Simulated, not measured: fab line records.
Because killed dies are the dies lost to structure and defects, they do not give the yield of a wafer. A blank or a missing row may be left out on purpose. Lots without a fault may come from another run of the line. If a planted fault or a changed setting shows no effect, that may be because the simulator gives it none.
Chamber matching | flow gf180mcu | cmp-01 running GF_CONTACT_CMP_04: 4 sister chambers
The step polishes SiO2. 8 wafers are shown with their chamber, then 8 later ones without.

== WAFERS PAIRED WITH THEIR CHAMBERS ==
wafer  | chamber | motorCurrentA (A) | platenRpm (rpm)
L957.3 | 2       | 11.0              | 60.00
L958.6 | 2       | 10.1              | 59.90
L970.4 | 1       | 13.9              | 59.98
L970.5 | 3       | 12.2              | 60.10
L971.2 | 0       | 13.1              | 60.02
L971.4 | 1       | 13.8              | 60.07
L971.6 | 3       | 11.7              | 59.97
L974.2 | 0       | 11.6              | 60.00

== WAFERS WITH NO CHAMBER GIVEN ==
wafer  | motorCurrentA (A) | platenRpm (rpm)
L974.3 | 14.1              | 60.04
L974.5 | 11.9              | 60.00
L975.1 | 14.7              | 60.02
L975.4 | 11.6              | 60.00
L975.5 | 14.1              | 59.92
L976.1 | 10.9              | 59.95
L976.3 | 14.5              | 60.01
L976.5 | 12.5              | 59.96

== WHICH CHAMBER EACH ONE RAN IN ==
wafer  | from the rows above          | in truth
L974.3 | 1                            | 1
L974.5 | can't be placed: 3 or 0 or 2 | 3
L975.1 | 1                            | 1
L975.4 | can't be placed: 3 or 0 or 2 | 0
L975.5 | can't be placed: 1 or 0      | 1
L976.1 | can't be placed: 2 or 3 or 0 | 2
L976.3 | 1                            | 1
L976.5 | can't be placed: 0 or 3 or 1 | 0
Correctly placed: 3 of 8. These rows do not allow placing 5 (true chamber among the candidates in 5). Placed wrongly: 0.
How it was worked out, from the rows above alone: a wafer's distance from a chamber is the root of the sum, over the readings, of the square of ((its reading less the chamber's mean) divided by the reading's scatter). If the next closest chamber is less than 2 further off than the closest, the wafer can't be placed; otherwise it belongs to the closest. A chamber's mean is the mean of its shown wafers. The scatter: take each reading less its chamber's mean, square it, sum over the shown wafers, divide by the number of wafers less the number of chambers, and take the root.
